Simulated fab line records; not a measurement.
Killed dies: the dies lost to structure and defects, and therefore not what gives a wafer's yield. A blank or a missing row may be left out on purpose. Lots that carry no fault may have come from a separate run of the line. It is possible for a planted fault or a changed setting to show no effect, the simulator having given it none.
Matching of chambers ; flow gf180mcu ; 3 sister chambers for GF_V3_CVD_00 on hdpcvd-02
The step deposits SiO2, target thk 600 nm, time 100 s. 3 wafers are shown with their chamber, then 8 later ones without.

== WAFERS PAIRED WITH THEIR CHAMBERS ==
wafer;chamber;sih4_flow_sccm (sccm)
L280.2;1;60.19
L280.4;0;59.84
L287.2;2;60.27

== WAFERS MISSING THEIR CHAMBER ==
wafer;sih4_flow_sccm (sccm)
L287.3;59.62
L287.5;60.07
L292.1;60.09
L292.3;59.70
L292.6;59.92
L286.1;59.99
L286.4;59.99
L286.6;59.74

== CHAMBER TAKEN BY EACH ==
wafer;from the rows above;in truth
L287.3;0;0
L287.5;can't be placed: 1 or 2 or 0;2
L292.1;can't be placed: 1 or 2 or 0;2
L292.3;0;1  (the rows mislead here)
L292.6;can't be placed: 0 or 1 or 2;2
L286.1;can't be placed: 0 or 1 or 2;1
L286.4;can't be placed: 0 or 1 or 2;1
L286.6;0;0
Correctly placed: 2 of 8. Cannot be placed on the basis of these rows: 5; the candidates contain the true chamber in 5. Wrongly placed: 1.
How it was worked out, from the rows above alone: a wafer's distance from a chamber is the root of the sum, over the readings, of the square of ((its reading less the chamber's mean) divided by the reading's scatter). If the next closest chamber is less than 2 further off than the closest, the wafer can't be placed; otherwise it belongs to the closest. The mean given for a chamber averages the wafers shown for that chamber. The scatter (one wafer shown for each chamber): square how far every hidden wafer sits from the nearest shown wafer, average those squares and take the square root.
